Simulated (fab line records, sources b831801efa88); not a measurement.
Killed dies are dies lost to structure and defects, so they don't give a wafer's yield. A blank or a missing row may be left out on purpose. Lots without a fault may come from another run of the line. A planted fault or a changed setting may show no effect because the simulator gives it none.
Which tool did it? | flow sky130 | 13 lots, 39 wafers sampled, at 4 steps of a route of 708

WHAT THE GAUGES READ, wafer by wafer
SKY_NWELL_OVL_MEAS_10. Usual: NWELL_00_OVL 0.0 nm, standard deviation 1.3.
lot  | measured    | on         | NWELL_00_OVL (nm) | flag
L960 | day 4 11:38 | overlay-01 | -0.8 0.3 -1.4     |
L962 | day 4 21:56 | overlay-02 | -0.8 -0.1 0.7     |
L963 | day 5 04:06 | overlay-01 | -0.6 -0.4 -0.6    |
L964 | day 5 12:38 | overlay-01 | -2.3 0.0 0.3      |
L965 | day 5 23:44 | overlay-02 | 0.4 -1.9 -0.5     |
L966 | day 6 04:26 | overlay-01 | 2.8 2.9 2.2       |
L969 | day 6 23:50 | overlay-02 | -3.1 -2.1 0.0     |
L970 | day 7 02:24 | overlay-01 | -2.8 1.6 -1.0     |
L972 | day 7 15:41 | overlay-02 | 1.8 -0.8 0.5      |
L973 | day 7 16:59 | overlay-01 | 0.5 -0.9 0.7      |
L974 | day 7 23:47 | overlay-01 | -0.2 -2.1 -0.9    |
L980 | day 9 14:17 | overlay-01 | -1.3 -0.1 1.6     |
L981 | day 9 16:08 | overlay-02 | 0.0 -2.1 -0.5     |

SKY_POLY_GATE_CD_MEAS_13: target cd 150 nm. Usual: cd_nm 149.9 nm, standard deviation 1.3.
lot  | measured     | on        | cd_nm (nm)        | flag
L960 | day 16 05:12 | cd_sem-01 | 152.1 151.6 152.7 |
L962 | day 16 16:15 | cd_sem-02 | 148.1 148.3 149.2 |
L963 | day 17 08:22 | cd_sem-01 | 148.9 150.3 149.0 |
L964 | day 17 19:38 | cd_sem-02 | 148.2 147.6 147.5 |
L965 | day 18 09:53 | cd_sem-01 | 149.6 149.0 149.0 |
L966 | day 18 13:44 | cd_sem-01 | 149.6 149.7 148.6 |
L969 | day 20 06:06 | cd_sem-02 | 152.8 152.7 151.8 |
L970 | day 20 06:55 | cd_sem-01 | 149.3 149.4 149.0 |
L972 | day 21 00:08 | cd_sem-01 | 148.5 150.0 149.2 |
L973 | day 21 03:32 | cd_sem-02 | 147.9 147.9 149.2 |
L974 | day 21 12:47 | cd_sem-01 | 149.4 150.6 148.9 |
L980 | day 23 17:32 | cd_sem-01 | 149.2 149.4 148.4 |
L981 | day 23 19:06 | cd_sem-02 | 150.2 150.7 150.1 |

WHICH TOOL RAN EACH LOT (tool, then ch and the chambers of the sampled wafers, then the start)
lot  | SKY_NWELL_STRIP_14                  | SKY_GATE_OXIDE_CLEAN_00
L960 | plasma_asher-03 ch 0,1, day 4 12:07 | wet_bench-01 ch 2, day 12 13:27
L962 | plasma_asher-01 ch 0,1, day 4 22:25 | wet_bench-02 ch 0, day 12 23:58
L963 | plasma_asher-01 ch 0,1, day 5 04:37 | wet_bench-02 ch 2, day 13 15:13
L964 | plasma_asher-02 ch 1, day 5 13:07   | wet_bench-01 ch 3, day 13 22:40
L965 | plasma_asher-01 ch 0,1, day 6 00:13 | wet_bench-03 ch 2, day 14 11:52
L966 | plasma_asher-02 ch 0,1, day 6 04:55 | wet_bench-02 ch 1, day 14 15:39
L969 | plasma_asher-02 ch 0,1, day 7 00:19 | wet_bench-03 ch 2, day 15 23:10
L970 | plasma_asher-03 ch 0,1, day 7 02:54 | wet_bench-02 ch 2, day 16 02:05
L972 | plasma_asher-03 ch 0,1, day 7 16:10 | wet_bench-01 ch 2, day 16 21:52
L973 | plasma_asher-01 ch 0,1, day 7 17:28 | wet_bench-02 ch 1, day 17 00:01
L974 | plasma_asher-02 ch 0,1, day 8 00:16 | wet_bench-02 ch 0, day 17 07:45
L980 | plasma_asher-01 ch 0,1, day 9 14:46 | wet_bench-01 ch 2, day 19 16:00
L981 | plasma_asher-01 ch 1, day 9 16:37   | wet_bench-01 ch 3, day 19 19:21
- SKY_NWELL_STRIP_14: strips in O2/N2.
- SKY_GATE_OXIDE_CLEAN_00: cleans in SC1/SC2, time 150 s.

WHAT THE TOOLS THEMSELVES READ (means of the sampled wafers that have a number; where no wafer has one, the mark that the record gives instead)
SKY_NWELL_STRIP_14. Usual: drypump_motor_current_A 5.6 A, standard deviation 0.41; oes_product_au 0.723 a.u., standard deviation 0.0046; strip_time_to_endpoint_s 36.94 s, standard deviation 0.1.
lot  | tool            | drypump_motor_current_A (A) | oes_product_au (a.u.) | strip_time_to_endpoint_s (s) | flag
L960 | plasma_asher-03 | 5.5                         | 0.722                 | 36.75                        |
L962 | plasma_asher-01 | 5.9                         | 0.723                 | 36.90                        |
L963 | plasma_asher-01 | 5.9                         | 0.726                 | 36.96                        |
L964 | plasma_asher-02 | 5.9                         | 0.719                 | 36.97                        |
L965 | plasma_asher-01 | 5.9                         | 0.723                 | 36.74                        |
L966 | plasma_asher-02 | 5.6                         | 0.723                 | 36.92                        |
L969 | plasma_asher-02 | 5.4                         | 0.722                 | 36.86                        |
L970 | plasma_asher-03 | 5.7                         | 0.723                 | 37.06                        |
L972 | plasma_asher-03 | 5.6                         | 0.722                 | 36.98                        |
L973 | plasma_asher-01 | 5.6                         | 0.722                 | 36.99                        |
L974 | plasma_asher-02 | 5.6                         | 0.724                 | 36.97                        |
L980 | plasma_asher-01 | 5.6                         | 0.722                 | 37.06                        |
L981 | plasma_asher-01 | 6.2                         | 0.724                 | 37.10                        |

SKY_GATE_OXIDE_CLEAN_00. Usual: run_length_s 180 s, standard deviation 3.8.
lot  | tool         | run_length_s (s) | flag
L960 | wet_bench-01 | 177              |
L962 | wet_bench-02 | 177              |
L963 | wet_bench-02 | 177              |
L964 | wet_bench-01 | 184              |
L965 | wet_bench-03 | 184              |
L966 | wet_bench-02 | 177              |
L969 | wet_bench-03 | 183              |
L970 | wet_bench-02 | 185              |
L972 | wet_bench-01 | 175              |
L973 | wet_bench-02 | 175              |
L974 | wet_bench-02 | 176              |
L980 | wet_bench-01 | 175              |
L981 | wet_bench-01 | 69               | OFF

THE ANSWER, worked out from the rows above alone
Rule: a lot is off if the mean of its wafers that have a number lies more than 3 standard deviations from the usual mean. A lot without any number at a reading at which 4 lots or more have one is off too. The other lots that the step has rows for count as sound. The gauges are gone through in route order, then the tools' own readings, and for those a lot's mean is taken as printed above. The first step at which some lot is off is used, and at that step the reading that is off furthest; a lot without a number counts as furthest.
Off: L981, at SKY_GATE_OXIDE_CLEAN_00 (run_length_s).
A tool fits if, at that step or a process step before it, it ran every lot that is off, and no sound lot after the first of them. Can't be told from this: 2 tools fit, plasma_asher-01 at SKY_NWELL_STRIP_14, wet_bench-01 at SKY_GATE_OXIDE_CLEAN_00.

WHAT THE SIMULATOR HAD PUT IN
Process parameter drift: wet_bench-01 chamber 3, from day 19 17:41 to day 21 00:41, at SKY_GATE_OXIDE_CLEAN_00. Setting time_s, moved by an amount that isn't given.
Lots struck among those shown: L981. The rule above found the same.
